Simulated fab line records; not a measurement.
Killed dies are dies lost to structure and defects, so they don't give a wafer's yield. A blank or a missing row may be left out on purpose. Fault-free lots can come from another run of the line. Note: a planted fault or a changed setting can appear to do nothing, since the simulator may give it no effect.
Which tool is to blame? || flow gf180mcu || 12 lots, 36 wafers sampled, at 3 steps of a route of 602

WHAT THE GAUGES SHOWED, per wafer
GF_SAB_THK_MEAS_01.
{"lot": "L075", "measured": "day 14 13:48", "on": "film_metro-04", "SAB_CVD_00_THK (nm)": "49.1 49.8 50.2"}
{"lot": "L077", "measured": "day 15 09:29", "on": "film_metro-02", "SAB_CVD_00_THK (nm)": "50.1 49.6 50.3"}
{"lot": "L079", "measured": "day 15 23:44", "on": "film_metro-04", "SAB_CVD_00_THK (nm)": "49.1 49.8 49.2"}
{"lot": "L081", "measured": "day 16 14:43", "on": "film_metro-04", "SAB_CVD_00_THK (nm)": "49.0 50.4 50.1"}
{"lot": "L083", "measured": "day 17 14:29", "on": "film_metro-02", "SAB_CVD_00_THK (nm)": "50.3 49.6 50.4"}
{"lot": "L085", "measured": "day 18 06:49", "on": "film_metro-04", "SAB_CVD_00_THK (nm)": "49.2 49.3 49.9"}
{"lot": "L087", "measured": "day 18 21:10", "on": "film_metro-01", "SAB_CVD_00_THK (nm)": "50.0 50.4 51.1"}
{"lot": "L089", "measured": "day 19 10:37", "on": "film_metro-04", "SAB_CVD_00_THK (nm)": "49.4 49.9 50.0"}
{"lot": "L091", "measured": "day 20 10:01", "on": "film_metro-04", "SAB_CVD_00_THK (nm)": "49.7 49.0 50.0"}
{"lot": "L093", "measured": "day 21 01:39", "on": "film_metro-04", "SAB_CVD_00_THK (nm)": "50.3 49.8 51.2"}
{"lot": "L095", "measured": "day 21 15:35", "on": "film_metro-04", "SAB_CVD_00_THK (nm)": "50.3 49.4 49.1"}
{"lot": "L097", "measured": "day 22 10:14", "on": "film_metro-04", "SAB_CVD_00_THK (nm)": "49.9 49.5 49.6"}

WHAT TOOL EACH LOT RAN ON (gives the tool, then ch and the chambers of the sampled wafers, and finally the start)
{"lot": "L075", "GF_POLY_GATE_STRIP_14": "plasma_asher-01 ch 0,1, day 9 12:31", "GF_HV_LDD_STRIP_10": "plasma_asher-02 ch 0,1, day 10 08:18"}
{"lot": "L077", "GF_POLY_GATE_STRIP_14": "plasma_asher-01 ch 0,1, day 10 02:21", "GF_HV_LDD_STRIP_10": "plasma_asher-03 ch 0,1, day 10 22:16"}
{"lot": "L079", "GF_POLY_GATE_STRIP_14": "plasma_asher-01 ch 0,1, day 10 17:55", "GF_HV_LDD_STRIP_10": "plasma_asher-03 ch 0,1, day 11 14:08"}
{"lot": "L081", "GF_POLY_GATE_STRIP_14": "plasma_asher-04 ch 0,1, day 11 05:25", "GF_HV_LDD_STRIP_10": "plasma_asher-02 ch 0,1, day 12 01:42"}
{"lot": "L083", "GF_POLY_GATE_STRIP_14": "plasma_asher-02 ch 0,1, day 12 00:08", "GF_HV_LDD_STRIP_10": "plasma_asher-02 ch 0,1, day 12 21:26"}
{"lot": "L085", "GF_POLY_GATE_STRIP_14": "plasma_asher-02 ch 0,1, day 12 12:31", "GF_HV_LDD_STRIP_10": "plasma_asher-01 ch 0,1, day 13 10:24"}
{"lot": "L087", "GF_POLY_GATE_STRIP_14": "plasma_asher-04 ch 0,1, day 13 01:28", "GF_HV_LDD_STRIP_10": "plasma_asher-01 ch 0,1, day 13 22:48"}
{"lot": "L089", "GF_POLY_GATE_STRIP_14": "plasma_asher-01 ch 0,1, day 13 12:55", "GF_HV_LDD_STRIP_10": "plasma_asher-01 ch 0,1, day 14 11:49"}
{"lot": "L091", "GF_POLY_GATE_STRIP_14": "plasma_asher-01 ch 1, day 14 08:18", "GF_HV_LDD_STRIP_10": "plasma_asher-01 ch 0,1, day 15 08:18"}
{"lot": "L093", "GF_POLY_GATE_STRIP_14": "plasma_asher-02 ch 0,1, day 14 22:40", "GF_HV_LDD_STRIP_10": "plasma_asher-01 ch 0,1, day 15 22:14"}
{"lot": "L095", "GF_POLY_GATE_STRIP_14": "plasma_asher-04 ch 0,1, day 15 11:28", "GF_HV_LDD_STRIP_10": "plasma_asher-01 ch 0,1, day 16 11:05"}
{"lot": "L097", "GF_POLY_GATE_STRIP_14": "plasma_asher-04 ch 0,1, day 16 06:18", "GF_HV_LDD_STRIP_10": "plasma_asher-03 ch 0,1, day 17 06:15"}
- GF_POLY_GATE_STRIP_14: strips in O2/N2.
- GF_HV_LDD_STRIP_10: strips in O2/N2.

THE ANSWER, worked out from the rows above alone
Rule: usual is defined by the lots themselves. Put in order of their means at a reading, lots are off if they are a third of the lots or fewer, leave a main group of 4 or more, and stand apart from it by a gap of 3 or more times the standard deviation of the main group's means; of several such gaps the widest counts. A main group whose means are all the same, to the digits that the tables above print for the reading, isn't used. Also off: a lot with no number at a reading for which 4 or more lots have one. The other lots that the step has rows for count as sound.
No lot is off at any reading shown: from this, nothing can be told.

WHAT THE SIMULATOR HAD INSERTED
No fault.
